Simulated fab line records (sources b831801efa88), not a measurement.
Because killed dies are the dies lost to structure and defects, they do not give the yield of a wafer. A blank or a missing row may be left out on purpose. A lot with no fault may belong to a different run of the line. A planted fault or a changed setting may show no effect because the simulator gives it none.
fab line records / flow sfq-line
record: lots: 7 wafers: 21 last-day: 80
route steps=325 shown M0@32 I0@43
lots that met no fault: from a run of the same line without faults
start-h: start of the lot's first displayed wafer, in hours after the record's first day / wait-h: time in hours since the lot's previous step / " as in the row above / L1.1+2: one row covering several wafers at once / - no value, or no start given / * or withheld: withheld / < > ~ a bound
route shown NAME@n: NAME is a module with steps in the file, n the number in the route of the first one / usual: average and standard deviation across the fault-free wafers / same: alike in all rows / chamber/n: place in a boat / sites: readings site by site / _std_site: standard deviation of those values / _edge_site: the outer-site mean with the inner-site mean subtracted / radius-mm: how far each site lies from the wafer's centre / mask NAME#n: copy n / behind: the tool/chamber that last shaped the wafer / hold: cause of the lot's hold/its duration in hours/its outcome / device: whichever transistor did not switch (one of n, p or np) / end of line: at the end of the route, the tests of the same wafers / where a step has no rows: the recipe by itself / killed: dies that structure and defects cost at the first sort, which is not the same as the wafer's yield / map: shows each die of a wafer: x if killed, . if not, _ if none is there
set.NAME: setting as actually run; set.NAME@STEP: the setting as run at that earlier step / model.NAME: the simulator's own value behind a step, which no gauge read
a table for each step, a row for each wafer; lots at some steps of the route
services: a tool's chamber out of use, with start hour (start-h, from the record's first day; less than 0 if before it), hours out, and reason
== steps ==
step: SFQ_TRILAYER_M0_LITHO_COAT_026
recipe: resist: BARC spin-rpm: 3000 resist-thk-nm: 62
step: SFQ_TRILAYER_M0_LITHO_COAT_021
recipe: resist: KrF spin-rpm: 3000 resist-thk-nm: 600
step: SFQ_TRILAYER_M0_LITHO_SOFTBAKE_025
recipe: temp-c: withheld time-s: withheld resist: KrF
step: SFQ_TRILAYER_M0_LITHO_EXPOSE_022
recipe: mask-id: M0 na: 0.6 source-shape: conventional sigma-outer: 0.65 target-cd-nm: 500 dose-mj: 14.4
step: SFQ_TRILAYER_M0_LITHO_PEB_024
recipe: peb-temp-c: 115 peb-time-s: 60 resist: KrF
step: SFQ_TRILAYER_M0_LITHO_DEVELOP_023
recipe: time-s: 60 resist: KrF
step: SFQ_M0_OVL_MEAS_906
usual: M0_OVL: 2/4.5
lot.wafer=L494.1 tool=overlay-02 chamber=- start-h=173.15 wait-h=0.1 M0_OVL[nm]=0
lot.wafer=L494.5 tool=overlay-02 chamber=- start-h=173.15 wait-h=0.1 M0_OVL[nm]=3
lot.wafer=L494.6 tool=overlay-02 chamber=- start-h=173.15 wait-h=0.1 M0_OVL[nm]=10
lot.wafer=L497.1 tool=overlay-02 chamber=- start-h=195.95 wait-h=0.1 M0_OVL[nm]=-2
lot.wafer=L497.2 tool=overlay-02 chamber=- start-h=195.95 wait-h=0.1 M0_OVL[nm]=-6
lot.wafer=L497.5 tool=overlay-02 chamber=- start-h=195.95 wait-h=0.1 M0_OVL[nm]=1
lot.wafer=L498.3 tool=overlay-01 chamber=- start-h=201.96 wait-h=0.1 M0_OVL[nm]=3
lot.wafer=L498.5 tool=overlay-01 chamber=- start-h=201.96 wait-h=0.1 M0_OVL[nm]=0
lot.wafer=L498.6 tool=overlay-01 chamber=- start-h=201.96 wait-h=0.1 M0_OVL[nm]=-1
lot.wafer=L499.2 tool=overlay-02 chamber=- start-h=210.35 wait-h=0.1 M0_OVL[nm]=4
lot.wafer=L499.4 tool=overlay-02 chamber=- start-h=210.35 wait-h=0.1 M0_OVL[nm]=-1
lot.wafer=L499.6 tool=overlay-02 chamber=- start-h=210.35 wait-h=0.1 M0_OVL[nm]=-3
lot.wafer=L510.2 tool=overlay-01 chamber=- start-h=283.45 wait-h=0.1 M0_OVL[nm]=5
lot.wafer=L510.3 tool=overlay-01 chamber=- start-h=283.45 wait-h=0.1 M0_OVL[nm]=6
lot.wafer=L510.5 tool=overlay-01 chamber=- start-h=283.45 wait-h=0.1 M0_OVL[nm]=5
lot.wafer=L512.1 tool=overlay-01 chamber=- start-h=299.05 wait-h=0.1 M0_OVL[nm]=5
lot.wafer=L512.3 tool=overlay-01 chamber=- start-h=299.05 wait-h=0.1 M0_OVL[nm]=5
lot.wafer=L512.6 tool=overlay-01 chamber=- start-h=299.05 wait-h=0.1 M0_OVL[nm]=3
lot.wafer=L515.2 tool=overlay-02 chamber=- start-h=317.05 wait-h=0.1 M0_OVL[nm]=2
lot.wafer=L515.4 tool=overlay-02 chamber=- start-h=317.05 wait-h=0.1 M0_OVL[nm]=-3
lot.wafer=L515.6 tool=overlay-02 chamber=- start-h=317.05 wait-h=0.1 M0_OVL[nm]=2
step: SFQ_TRILAYER_M0_BARC_OPEN_METAL_ETCH_031
recipe: mask-material: PR chemistry: O2 target-depth-nm: 125 target: BARC icp-w: 600 bias-w: 80 pressure-mtorr: 10 time-s: 41.7
usual: drypump-motor-current-A: 5.4/0.39 oes-product-au: 0.684/0.0049
lot.wafer=L494.1 tool=rie-metal-03 chamber=0 start-h=173.18 wait-h=0.0 drypump-motor-current-A=5.3 oes-product-au=0.688 rf-hours-counter-h=111
lot.wafer=L494.5 tool=rie-metal-03 chamber=1 start-h=173.18 wait-h=0.0 drypump-motor-current-A=5.4 oes-product-au=0.694 rf-hours-counter-h=-
lot.wafer=L494.6 tool=rie-metal-03 chamber=0 start-h=173.18 wait-h=0.0 drypump-motor-current-A=5.3 oes-product-au=0.680 rf-hours-counter-h=-
lot.wafer=L497.1 tool=rie-metal-04 chamber=1 start-h=195.98 wait-h=0.0 drypump-motor-current-A=4.8 oes-product-au=0.687 rf-hours-counter-h=172
lot.wafer=L497.2 tool=rie-metal-04 chamber=0 start-h=195.98 wait-h=0.0 drypump-motor-current-A=5.1 oes-product-au=0.686 rf-hours-counter-h=134
lot.wafer=L497.5 tool=rie-metal-04 chamber=0 start-h=195.98 wait-h=0.0 drypump-motor-current-A=5.1 oes-product-au=0.680 rf-hours-counter-h=-
lot.wafer=L498.3 tool=rie-metal-02 chamber=0 start-h=202.00 wait-h=0.0 drypump-motor-current-A=5.7 oes-product-au=0.682 rf-hours-counter-h=-
lot.wafer=L498.5 tool=rie-metal-02 chamber=0 start-h=202.00 wait-h=0.0 drypump-motor-current-A=5.7 oes-product-au=0.688 rf-hours-counter-h=-
lot.wafer=L498.6 tool=rie-metal-02 chamber=1 start-h=202.00 wait-h=0.0 drypump-motor-current-A=5.9 oes-product-au=0.688 rf-hours-counter-h=-
lot.wafer=L499.2 tool=rie-metal-04 chamber=0 start-h=210.38 wait-h=0.0 drypump-motor-current-A=5.1 oes-product-au=0.683 rf-hours-counter-h=137
lot.wafer=L499.4 tool=rie-metal-04 chamber=1 start-h=210.38 wait-h=0.0 drypump-motor-current-A=4.9 oes-product-au=0.679 rf-hours-counter-h=-
lot.wafer=L499.6 tool=rie-metal-04 chamber=1 start-h=210.38 wait-h=0.0 drypump-motor-current-A=4.9 oes-product-au=0.679 rf-hours-counter-h=-
lot.wafer=L510.2 tool=rie-metal-02 chamber=0 start-h=283.48 wait-h=0.0 drypump-motor-current-A=5.7 oes-product-au=0.684 rf-hours-counter-h=60
lot.wafer=L510.3 tool=rie-metal-02 chamber=0 start-h=283.48 wait-h=0.0 drypump-motor-current-A=5.7 oes-product-au=0.694 rf-hours-counter-h=-
lot.wafer=L510.5 tool=rie-metal-02 chamber=0 start-h=283.48 wait-h=0.0 drypump-motor-current-A=5.7 oes-product-au=0.684 rf-hours-counter-h=-
lot.wafer=L512.1 tool=rie-metal-03 chamber=1 start-h=299.08 wait-h=0.0 drypump-motor-current-A=5.4 oes-product-au=0.685 rf-hours-counter-h=133
lot.wafer=L512.3 tool=rie-metal-03 chamber=1 start-h=299.08 wait-h=0.0 drypump-motor-current-A=5.4 oes-product-au=0.678 rf-hours-counter-h=-
lot.wafer=L512.6 tool=rie-metal-03 chamber=0 start-h=299.08 wait-h=0.0 drypump-motor-current-A=5.3 oes-product-au=0.679 rf-hours-counter-h=-
lot.wafer=L515.2 tool=rie-metal-04 chamber=0 start-h=317.08 wait-h=0.0 drypump-motor-current-A=5.1 oes-product-au=0.681 rf-hours-counter-h=161
lot.wafer=L515.4 tool=rie-metal-04 chamber=0 start-h=317.08 wait-h=0.0 drypump-motor-current-A=5.1 oes-product-au=0.682 rf-hours-counter-h=-
lot.wafer=L515.6 tool=rie-metal-04 chamber=1 start-h=317.08 wait-h=0.0 drypump-motor-current-A=4.9 oes-product-au=0.685 rf-hours-counter-h=-
step: SFQ_TRILAYER_M0_ETCH_METAL_ETCH_024
recipe: target: Nb stop-on: SiO2 mask-material: PR chemistry: Cl2/Ar target-depth-nm: 240 icp-w: 600 bias-w: 80 pressure-mtorr: 10 time-s: 120
usual: drypump-motor-current-A: 5.4/0.39 oes-product-au: 0.895/0.008
lot.wafer=L494.1 tool=rie-metal-03 chamber=0 start-h=173.24 wait-h=0.0 drypump-motor-current-A=5.3 oes-product-au=0.884 rf-hours-counter-h=111
lot.wafer=L494.5 tool=rie-metal-03 chamber=1 start-h=173.24 wait-h=0.0 drypump-motor-current-A=5.4 oes-product-au=0.905 rf-hours-counter-h=-
lot.wafer=L494.6 tool=rie-metal-03 chamber=0 start-h=173.24 wait-h=0.0 drypump-motor-current-A=5.3 oes-product-au=0.893 rf-hours-counter-h=-
lot.wafer=L497.1 tool=rie-metal-04 chamber=1 start-h=196.04 wait-h=0.0 drypump-motor-current-A=4.9 oes-product-au=0.915 rf-hours-counter-h=172
lot.wafer=L497.2 tool=rie-metal-04 chamber=0 start-h=196.04 wait-h=0.0 drypump-motor-current-A=5.1 oes-product-au=0.893 rf-hours-counter-h=134
lot.wafer=L497.5 tool=rie-metal-04 chamber=0 start-h=196.04 wait-h=0.0 drypump-motor-current-A=5.1 oes-product-au=0.894 rf-hours-counter-h=-
lot.wafer=L498.3 tool=rie-metal-02 chamber=0 start-h=202.08 wait-h=0.1 drypump-motor-current-A=5.7 oes-product-au=0.895 rf-hours-counter-h=-
lot.wafer=L498.5 tool=rie-metal-02 chamber=0 start-h=202.08 wait-h=0.1 drypump-motor-current-A=5.8 oes-product-au=0.891 rf-hours-counter-h=-
lot.wafer=L498.6 tool=rie-metal-02 chamber=1 start-h=202.08 wait-h=0.1 drypump-motor-current-A=5.9 oes-product-au=0.895 rf-hours-counter-h=-
lot.wafer=L499.2 tool=rie-metal-04 chamber=0 start-h=210.44 wait-h=0.0 drypump-motor-current-A=5.1 oes-product-au=0.897 rf-hours-counter-h=137
lot.wafer=L499.4 tool=rie-metal-04 chamber=1 start-h=210.44 wait-h=0.0 drypump-motor-current-A=4.8 oes-product-au=0.902 rf-hours-counter-h=-
lot.wafer=L499.6 tool=rie-metal-04 chamber=1 start-h=210.44 wait-h=0.0 drypump-motor-current-A=4.9 oes-product-au=0.898 rf-hours-counter-h=-
lot.wafer=L510.2 tool=rie-metal-02 chamber=0 start-h=283.54 wait-h=0.0 drypump-motor-current-A=5.8 oes-product-au=0.897 rf-hours-counter-h=60
lot.wafer=L510.3 tool=rie-metal-02 chamber=0 start-h=283.54 wait-h=0.0 drypump-motor-current-A=5.7 oes-product-au=0.897 rf-hours-counter-h=-
lot.wafer=L510.5 tool=rie-metal-02 chamber=0 start-h=283.54 wait-h=0.0 drypump-motor-current-A=5.7 oes-product-au=0.893 rf-hours-counter-h=-
lot.wafer=L512.1 tool=rie-metal-03 chamber=1 start-h=299.14 wait-h=0.0 drypump-motor-current-A=5.4 oes-product-au=0.899 rf-hours-counter-h=133
lot.wafer=L512.3 tool=rie-metal-03 chamber=1 start-h=299.14 wait-h=0.0 drypump-motor-current-A=5.4 oes-product-au=0.911 rf-hours-counter-h=-
lot.wafer=L512.6 tool=rie-metal-03 chamber=0 start-h=299.14 wait-h=0.0 drypump-motor-current-A=5.3 oes-product-au=0.910 rf-hours-counter-h=-
lot.wafer=L515.2 tool=rie-metal-04 chamber=0 start-h=317.14 wait-h=0.0 drypump-motor-current-A=5.1 oes-product-au=0.895 rf-hours-counter-h=161
lot.wafer=L515.4 tool=rie-metal-04 chamber=0 start-h=317.14 wait-h=0.0 drypump-motor-current-A=5.1 oes-product-au=0.890 rf-hours-counter-h=-
lot.wafer=L515.6 tool=rie-metal-04 chamber=1 start-h=317.14 wait-h=0.0 drypump-motor-current-A=4.8 oes-product-au=0.894 rf-hours-counter-h=-
step: SFQ_TRILAYER_M0_STRIP_STRIP_025
recipe: gas: O2 power-w: 200 platen-temp-c: 40 overash-fraction: 0.65 chemistry: O2 pressure-mtorr: 50
usual: drypump-motor-current-A: 5.4/0.39 oes-product-au: 1.000/0.011
same: overash-fraction: 0.65
lot.wafer=L494.1 tool=rie-metal-03 chamber=1 start-h=173.37 wait-h=0.1 drypump-motor-current-A=5.4 oes-product-au=1.009 rf-hours-counter-h=105
lot.wafer=L494.5 tool=rie-metal-03 chamber=1 start-h=173.37 wait-h=0.1 drypump-motor-current-A=5.4 oes-product-au=1.016 rf-hours-counter-h=-
lot.wafer=L494.6 tool=rie-metal-03 chamber=1 start-h=173.37 wait-h=0.1 drypump-motor-current-A=5.4 oes-product-au=1.011 rf-hours-counter-h=-
lot.wafer=L497.1 tool=rie-metal-04 chamber=1 start-h=196.17 wait-h=0.1 drypump-motor-current-A=4.9 oes-product-au=1.022 rf-hours-counter-h=172
lot.wafer=L497.2 tool=rie-metal-04 chamber=0 start-h=196.17 wait-h=0.1 drypump-motor-current-A=5.1 oes-product-au=1.006 rf-hours-counter-h=134
lot.wafer=L497.5 tool=rie-metal-04 chamber=0 start-h=196.17 wait-h=0.1 drypump-motor-current-A=5.1 oes-product-au=1.000 rf-hours-counter-h=-
lot.wafer=L498.3 tool=rie-metal-02 chamber=0 start-h=202.37 wait-h=0.2 drypump-motor-current-A=5.7 oes-product-au=0.978 rf-hours-counter-h=-
lot.wafer=L498.5 tool=rie-metal-02 chamber=0 start-h=202.37 wait-h=0.2 drypump-motor-current-A=5.7 oes-product-au=0.981 rf-hours-counter-h=-
lot.wafer=L498.6 tool=rie-metal-02 chamber=1 start-h=202.37 wait-h=0.2 drypump-motor-current-A=5.9 oes-product-au=0.989 rf-hours-counter-h=-
lot.wafer=L499.2 tool=rie-metal-04 chamber=0 start-h=210.57 wait-h=0.1 drypump-motor-current-A=5.1 oes-product-au=1.012 rf-hours-counter-h=137
lot.wafer=L499.4 tool=rie-metal-04 chamber=1 start-h=210.57 wait-h=0.1 drypump-motor-current-A=4.9 oes-product-au=1.007 rf-hours-counter-h=-
lot.wafer=L499.6 tool=rie-metal-04 chamber=1 start-h=210.57 wait-h=0.1 drypump-motor-current-A=4.8 oes-product-au=1.009 rf-hours-counter-h=-
lot.wafer=L510.2 tool=rie-metal-02 chamber=0 start-h=283.67 wait-h=0.1 drypump-motor-current-A=5.7 oes-product-au=0.997 rf-hours-counter-h=60
lot.wafer=L510.3 tool=rie-metal-02 chamber=0 start-h=283.67 wait-h=0.1 drypump-motor-current-A=5.7 oes-product-au=0.995 rf-hours-counter-h=-
lot.wafer=L510.5 tool=rie-metal-02 chamber=0 start-h=283.67 wait-h=0.1 drypump-motor-current-A=5.7 oes-product-au=0.992 rf-hours-counter-h=-
lot.wafer=L512.1 tool=rie-metal-03 chamber=1 start-h=299.27 wait-h=0.1 drypump-motor-current-A=5.4 oes-product-au=1.004 rf-hours-counter-h=133
lot.wafer=L512.3 tool=rie-metal-03 chamber=1 start-h=299.27 wait-h=0.1 drypump-motor-current-A=5.4 oes-product-au=0.996 rf-hours-counter-h=-
lot.wafer=L512.6 tool=rie-metal-03 chamber=0 start-h=299.27 wait-h=0.1 drypump-motor-current-A=5.3 oes-product-au=1.007 rf-hours-counter-h=-
lot.wafer=L515.2 tool=rie-metal-04 chamber=0 start-h=317.27 wait-h=0.1 drypump-motor-current-A=5.1 oes-product-au=1.001 rf-hours-counter-h=161
lot.wafer=L515.4 tool=rie-metal-04 chamber=0 start-h=317.27 wait-h=0.1 drypump-motor-current-A=5.1 oes-product-au=1.006 rf-hours-counter-h=-
lot.wafer=L515.6 tool=rie-metal-04 chamber=1 start-h=317.27 wait-h=0.1 drypump-motor-current-A=4.8 oes-product-au=1.012 rf-hours-counter-h=-
step: SFQ_TRILAYER_M0_STRIP_SOLV_CLEAN_026
recipe: chemistry: NMP temp-c: 70 time-s: 600
step: SFQ_TRILAYER_I0_DEP_PECVD_027
recipe: material: SiO2 temp-c: 150 time-s: 111.11 pressure-torr: 2.4 rf-w: 183.3 precursor: SiH4/N2O target-thk-nm: 500
usual: heater-power-outer-w: 31/7.3 heater-power-w: 85/13 throttle-valve-pct: 24.1/0.87
lot.wafer=L494.1 tool=pecvd-01 chamber=1 start-h=174.34 wait-h=0.0 heater-power-outer-w=23 heater-power-w=63 throttle-valve-pct=25.4
lot.wafer=L494.5 tool=pecvd-01 chamber=2 start-h=174.34 wait-h=0.0 heater-power-outer-w=33 heater-power-w=83 throttle-valve-pct=24.9
lot.wafer=L494.6 tool=pecvd-01 chamber=0 start-h=174.34 wait-h=0.0 heater-power-outer-w=34 heater-power-w=90 throttle-valve-pct=25.5
lot.wafer=L497.1 tool=pecvd-04 chamber=2 start-h=196.94 wait-h=0.0 heater-power-outer-w=37 heater-power-w=83 throttle-valve-pct=24.2
lot.wafer=L497.2 tool=pecvd-04 chamber=0 start-h=196.94 wait-h=0.0 heater-power-outer-w=23 heater-power-w=75 throttle-valve-pct=25.4
lot.wafer=L497.5 tool=pecvd-04 chamber=2 start-h=196.94 wait-h=0.0 heater-power-outer-w=38 heater-power-w=81 throttle-valve-pct=24.1
lot.wafer=L498.3 tool=pecvd-04 chamber=1 start-h=202.94 wait-h=0.0 heater-power-outer-w=49 heater-power-w=113 throttle-valve-pct=24.4
lot.wafer=L498.5 tool=pecvd-04 chamber=0 start-h=202.94 wait-h=0.0 heater-power-outer-w=29 heater-power-w=82 throttle-valve-pct=25.2
lot.wafer=L498.6 tool=pecvd-04 chamber=2 start-h=202.94 wait-h=0.0 heater-power-outer-w=38 heater-power-w=84 throttle-valve-pct=24.4
lot.wafer=L499.2 tool=pecvd-04 chamber=2 start-h=211.34 wait-h=0.0 heater-power-outer-w=33 heater-power-w=78 throttle-valve-pct=24.2
lot.wafer=L499.4 tool=pecvd-04 chamber=2 start-h=211.34 wait-h=0.0 heater-power-outer-w=36 heater-power-w=81 throttle-valve-pct=24.5
lot.wafer=L499.6 tool=pecvd-04 chamber=0 start-h=211.34 wait-h=0.0 heater-power-outer-w=28 heater-power-w=81 throttle-valve-pct=25.4
lot.wafer=L510.2 tool=pecvd-01 chamber=0 start-h=284.44 wait-h=0.0 heater-power-outer-w=32 heater-power-w=88 throttle-valve-pct=23.6
lot.wafer=L510.3 tool=pecvd-01 chamber=2 start-h=284.44 wait-h=0.0 heater-power-outer-w=30 heater-power-w=78 throttle-valve-pct=23.0
lot.wafer=L510.5 tool=pecvd-01 chamber=1 start-h=284.44 wait-h=0.0 heater-power-outer-w=26 heater-power-w=68 throttle-valve-pct=22.6
lot.wafer=L512.1 tool=pecvd-04 chamber=1 start-h=300.04 wait-h=0.0 heater-power-outer-w=49 heater-power-w=113 throttle-valve-pct=24.7
lot.wafer=L512.3 tool=pecvd-04 chamber=1 start-h=300.04 wait-h=0.0 heater-power-outer-w=35 heater-power-w=98 throttle-valve-pct=24.4
lot.wafer=L512.6 tool=pecvd-04 chamber=0 start-h=300.04 wait-h=0.0 heater-power-outer-w=19 heater-power-w=68 throttle-valve-pct=25.8
lot.wafer=L515.2 tool=pecvd-03 chamber=2 start-h=318.04 wait-h=0.0 heater-power-outer-w=47 heater-power-w=105 throttle-valve-pct=24.7
lot.wafer=L515.4 tool=pecvd-03 chamber=0 start-h=318.04 wait-h=0.0 heater-power-outer-w=23 heater-power-w=85 throttle-valve-pct=23.5
lot.wafer=L515.6 tool=pecvd-03 chamber=1 start-h=318.04 wait-h=0.0 heater-power-outer-w=24 heater-power-w=82 throttle-valve-pct=24.7
step: SFQ_TRILAYER_I0_CMP_CMP_028
recipe: material: SiO2 down-force-psi: 3 platen-rpm: 60 pad-velocity-m-s: 0.94248
usual: motor-current-A: 10.2/0.59 platen-rpm: 60.00/0.048 time-to-endpoint-s: 215/9
lot.wafer=L494.1 tool=cmp-01 chamber=1 start-h=181.21 wait-h=6.8 motor-current-A=10.5 platen-rpm=59.99 time-to-endpoint-s=192
lot.wafer=L494.5 tool=cmp-01 chamber=0 start-h=182.71 wait-h=8.3 motor-current-A=10.2 platen-rpm=59.99 time-to-endpoint-s=227
lot.wafer=L494.6 tool=cmp-01 chamber=1 start-h=182.71 wait-h=8.3 motor-current-A=10.6 platen-rpm=59.98 time-to-endpoint-s=204
lot.wafer=L497.2 tool=cmp-01 chamber=1 start-h=201.58 wait-h=4.6 motor-current-A=10.1 platen-rpm=66.02 time-to-endpoint-s=186
lot.wafer=L497.1 tool=cmp-01 chamber=3 start-h=202.58 wait-h=5.6 motor-current-A=11.2 platen-rpm=66.04 time-to-endpoint-s=202
lot.wafer=L497.5 tool=cmp-01 chamber=0 start-h=202.58 wait-h=5.6 motor-current-A=10.0 platen-rpm=65.96 time-to-endpoint-s=211
lot.wafer=L498.3 tool=cmp-01 chamber=0 start-h=208.08 wait-h=5.1 motor-current-A=9.8 platen-rpm=66.04 time-to-endpoint-s=202
lot.wafer=L498.6 tool=cmp-01 chamber=2 start-h=209.08 wait-h=6.1 motor-current-A=10.1 platen-rpm=65.97 time-to-endpoint-s=204
lot.wafer=L498.5 tool=cmp-01 chamber=3 start-h=209.08 wait-h=6.1 motor-current-A=11.4 platen-rpm=65.94 time-to-endpoint-s=196
lot.wafer=L499.2 tool=cmp-01 chamber=2 start-h=217.08 wait-h=5.7 motor-current-A=10.3 platen-rpm=65.91 time-to-endpoint-s=199
lot.wafer=L499.4 tool=cmp-01 chamber=3 start-h=217.08 wait-h=5.7 motor-current-A=10.9 platen-rpm=66.07 time-to-endpoint-s=201
lot.wafer=L499.6 tool=cmp-01 chamber=0 start-h=217.08 wait-h=5.7 motor-current-A=10.0 platen-rpm=66.04 time-to-endpoint-s=202
lot.wafer=L510.2 tool=cmp-01 chamber=0 start-h=287.42 wait-h=2.9 motor-current-A=9.5 platen-rpm=60.10 time-to-endpoint-s=211
lot.wafer=L510.3 tool=cmp-01 chamber=1 start-h=287.42 wait-h=2.9 motor-current-A=11.2 platen-rpm=60.07 time-to-endpoint-s=212
lot.wafer=L510.5 tool=cmp-01 chamber=0 start-h=289.42 wait-h=4.9 motor-current-A=9.7 platen-rpm=60.04 time-to-endpoint-s=234
lot.wafer=L512.1 tool=cmp-02 chamber=0 start-h=305.98 wait-h=5.9 motor-current-A=9.5 platen-rpm=60.08 time-to-endpoint-s=209
lot.wafer=L512.3 tool=cmp-02 chamber=2 start-h=306.98 wait-h=6.9 motor-current-A=9.6 platen-rpm=60.00 time-to-endpoint-s=216
lot.wafer=L512.6 tool=cmp-02 chamber=1 start-h=308.48 wait-h=8.3 motor-current-A=9.6 platen-rpm=60.05 time-to-endpoint-s=213
lot.wafer=L515.2 tool=cmp-02 chamber=0 start-h=320.98 wait-h=2.9 motor-current-A=9.5 platen-rpm=59.95 time-to-endpoint-s=220
lot.wafer=L515.4 tool=cmp-02 chamber=1 start-h=320.98 wait-h=2.9 motor-current-A=9.6 platen-rpm=59.94 time-to-endpoint-s=225
lot.wafer=L515.6 tool=cmp-02 chamber=1 start-h=323.48 wait-h=5.4 motor-current-A=9.6 platen-rpm=59.98 time-to-endpoint-s=234
step: SFQ_I0_BOW_MEAS_907
recipe: mode: bow
usual: I0_BOW: 3/7.2
lot.wafer=L494.1 tool=film-metro-02 chamber=- start-h=183.71 wait-h=2.0 I0_BOW[um]=2
lot.wafer=L494.5 tool=film-metro-02 chamber=- start-h=183.71 wait-h=2.0 I0_BOW[um]=3
lot.wafer=L494.6 tool=film-metro-02 chamber=- start-h=183.71 wait-h=2.0 I0_BOW[um]=2
lot.wafer=L497.1 tool=film-metro-02 chamber=- start-h=204.08 wait-h=1.0 I0_BOW[um]=-11
lot.wafer=L497.2 tool=film-metro-02 chamber=- start-h=204.08 wait-h=1.0 I0_BOW[um]=-5
lot.wafer=L497.5 tool=film-metro-02 chamber=- start-h=204.08 wait-h=1.0 I0_BOW[um]=11
lot.wafer=L498.3 tool=film-metro-01 chamber=- start-h=210.12 wait-h=1.5 I0_BOW[um]=11
lot.wafer=L498.5 tool=film-metro-01 chamber=- start-h=210.12 wait-h=1.5 I0_BOW[um]=-6
lot.wafer=L498.6 tool=film-metro-01 chamber=- start-h=210.12 wait-h=1.5 I0_BOW[um]=-1
lot.wafer=L499.2 tool=film-metro-03 chamber=- start-h=219.10 wait-h=1.5 I0_BOW[um]=15
lot.wafer=L499.4 tool=film-metro-03 chamber=- start-h=219.10 wait-h=1.5 I0_BOW[um]=1
lot.wafer=L499.6 tool=film-metro-03 chamber=- start-h=219.10 wait-h=1.5 I0_BOW[um]=2
lot.wafer=L510.2 tool=film-metro-01 chamber=- start-h=289.94 wait-h=2.0 I0_BOW[um]=-13
lot.wafer=L510.3 tool=film-metro-01 chamber=- start-h=289.94 wait-h=2.0 I0_BOW[um]=2
lot.wafer=L510.5 tool=film-metro-01 chamber=- start-h=289.94 wait-h=2.0 I0_BOW[um]=7
lot.wafer=L512.1 tool=film-metro-03 chamber=- start-h=308.98 wait-h=2.5 I0_BOW[um]=6
lot.wafer=L512.3 tool=film-metro-03 chamber=- start-h=308.98 wait-h=2.5 I0_BOW[um]=2
lot.wafer=L512.6 tool=film-metro-03 chamber=- start-h=308.98 wait-h=2.5 I0_BOW[um]=-7
lot.wafer=L515.2 tool=film-metro-01 chamber=- start-h=324.00 wait-h=2.5 I0_BOW[um]=5
lot.wafer=L515.4 tool=film-metro-01 chamber=- start-h=324.00 wait-h=2.5 I0_BOW[um]=8
lot.wafer=L515.6 tool=film-metro-01 chamber=- start-h=324.00 wait-h=2.5 I0_BOW[um]=17
== services ==
tool=cmp-02 chamber=- start-h=169.59 hours=2.5 kind=repair
tool=pecvd-01 chamber=- start-h=170.43 hours=2.3 kind=repair
tool=cmp-02 chamber=- start-h=170.78 hours=0.5 kind=repair
tool=cmp-01 chamber=- start-h=191.37 hours=3.7 kind=repair
tool=pecvd-01 chamber=- start-h=194.25 hours=14.0 kind=pm
tool=pecvd-01 chamber=0 start-h=194.25 hours=14.0 kind=vent-cycle
tool=pecvd-01 chamber=1 start-h=194.25 hours=14.0 kind=vent-cycle
tool=pecvd-01 chamber=2 start-h=194.25 hours=14.0 kind=vent-cycle
tool=rie-metal-02 chamber=- start-h=204.99 hours=0.6 kind=repair
tool=pecvd-01 chamber=0 start-h=208.25 hours=- kind=clean
tool=pecvd-01 chamber=1 start-h=208.25 hours=- kind=clean
tool=pecvd-01 chamber=- start-h=210.37 hours=1.1 kind=repair
tool=cmp-02 chamber=- start-h=213.45 hours=0.8 kind=repair
tool=cmp-02 chamber=- start-h=226.28 hours=5.6 kind=pm
tool=cmp-01 chamber=- start-h=234.08 hours=4.0 kind=pm
tool=cmp-01 chamber=- start-h=238.08 hours=- kind=consumable-replace:conditioner
tool=cmp-01 chamber=- start-h=238.08 hours=- kind=consumable-replace:pad
tool=rie-metal-04 chamber=- start-h=271.44 hours=0.1 kind=repair
tool=pecvd-04 chamber=0 start-h=280.40 hours=10.4 kind=repair
tool=rie-metal-04 chamber=1 start-h=282.21 hours=- kind=clean
tool=rie-metal-04 chamber=1 start-h=282.21 hours=18.3 kind=scheduled-down
tool=rie-metal-04 chamber=1 start-h=282.21 hours=18.3 kind=vent-cycle
tool=pecvd-04 chamber=2 start-h=286.73 hours=13.4 kind=repair
tool=cmp-01 chamber=- start-h=298.48 hours=3.0 kind=repair
== key ==
first-sign: step: SFQ_TRILAYER_I0_CMP_CMP_028 reading: platen-rpm direction: up sigmas: 99+ usual: 60.00 struck: 66.00
effect: step: SFQ_TRILAYER_I0_CMP_CMP_028 reading: time-to-endpoint-s direction: down sigmas: 1.7 usual: * struck: *
met-at SFQ_TRILAYER_I0_CMP_CMP_028
struck-wafers L497.1,L497.2,L497.5,L498.3,L498.5,L498.6,L499.2,L499.4,L499.6
fault: kind: process-parameter-drift tool: cmp-01 chamber: - onset-h: 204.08 steps: SFQ_TRILAYER_I0_CMP_CMP_028 channel: platen-rpm offset: 6 shape: step end-h: 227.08 acts-in: these-recipes-only stated: 60
